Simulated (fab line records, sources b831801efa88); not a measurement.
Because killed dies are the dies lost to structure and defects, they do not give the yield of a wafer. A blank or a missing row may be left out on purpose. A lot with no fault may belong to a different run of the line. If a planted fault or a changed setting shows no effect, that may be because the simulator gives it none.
2 desks, one fault / flow sky130 / each desk has only its own numbers; what lay behind them comes last

## FOR THE TOOL OWNER'S DESK: rie-diel-03
The tool's own readings at SKY_POLY_CUT_ETCH_11 (etches Si3N4 in CF4/CH2F2/Ar, stops on poly-Si, time 42.5 s, target depth 60 nm): means of the sampled wafers that have a number, for each lot that ran on this tool. Marked OUT: a lot whose mean sits more than 4 standard deviations from the usual mean, which makes it out of limits; the brackets give that distance.
Columns: A = drypump-motor-current-A at SKY_POLY_CUT_ETCH_11, usual 5.74 A; B = oes-product-au at SKY_POLY_CUT_ETCH_11, usual 0.835 a.u.; C = run-length-s at SKY_POLY_CUT_ETCH_11, usual 70.8 s; D = throttle-valve-pct at SKY_POLY_CUT_ETCH_11, usual 14.995 %
lot=L334; first seen here=day 25 06:04; A=5.88; B=0.825; C=70.6; D=15.003
lot=L339; first seen here=day 26 22:48; A=5.75; B=0.831; C=70.6; D=14.985
lot=L342; first seen here=day 28 21:38; A=5.73; B=0.829; C=70.6; D=14.996
lot=L349; first seen here=day 30 14:29; A=5.50; B=0.813; C=72.4; D=14.993
lot=L351; first seen here=day 30 22:02; A=5.70; B=0.826; C=72.5; D=15.003
This desk found nothing out of limits on any of the 5 lots.

## AT THE METROLOGY DESK
Lot by lot, what the gauges showed, no matter which tool ran the lot: averages of those sampled wafers that carry a number. Marked OUT: a lot whose mean sits more than 4 standard deviations from the usual mean, which makes it out of limits; the brackets give that distance.
Columns: A = GATE_OXIDE_OXIDATION_00_THK at SKY_GATE_OXIDE_THK_MEAS_02, usual 10.33 nm; B = POLY_GATE_TW at SKY_RES_PROTECT_TW_MEAS_08, usual 4026; C = SD_P_TW at SKY_SD_P_TW_MEAS_11, usual 2824
lot=L331; first seen here=day 13 03:19; A=10.53; B=4009; C=2835
lot=L333; first seen here=day 13 10:01; A=10.36; B=4018; C=2788
lot=L334; first seen here=day 13 15:16; A=10.59; B=4007; C=2816
lot=L335; first seen here=day 13 20:05; A=10.33; B=4022; C=2799
lot=L336; first seen here=day 14 15:04; A=10.35; B=4013; C=2811
lot=L338; first seen here=day 15 02:04; A=10.06; B=4010; C=2821
lot=L339; first seen here=day 15 04:52; A=10.73; B=4009; C=2800
lot=L340; first seen here=day 15 20:31; A=10.19; B=4007; C=2832
lot=L341; first seen here=day 16 15:19; A=10.28; B=4054; C=2843
lot=L342; first seen here=day 17 05:44; A=10.09; B=3988; C=2829
lot=L349; first seen here=day 19 02:14; A=10.26; B=4036; C=2820
lot=L351; first seen here=day 19 11:39; A=10.45; B=4010; C=2854
lot=L353; first seen here=day 20 04:12; A=10.53; B=4025; C=2844
lot=L354; first seen here=day 20 14:04; A=9.97; B=4037; C=2822
This desk found nothing out of limits on any of the 14 lots.

## BROUGHT TOGETHER
The tool owner's desk saw nothing out of limits.
From the metrology desk's view, nothing was out of limits.

## WHAT HAD BEEN PUT IN BY THE SIMULATOR
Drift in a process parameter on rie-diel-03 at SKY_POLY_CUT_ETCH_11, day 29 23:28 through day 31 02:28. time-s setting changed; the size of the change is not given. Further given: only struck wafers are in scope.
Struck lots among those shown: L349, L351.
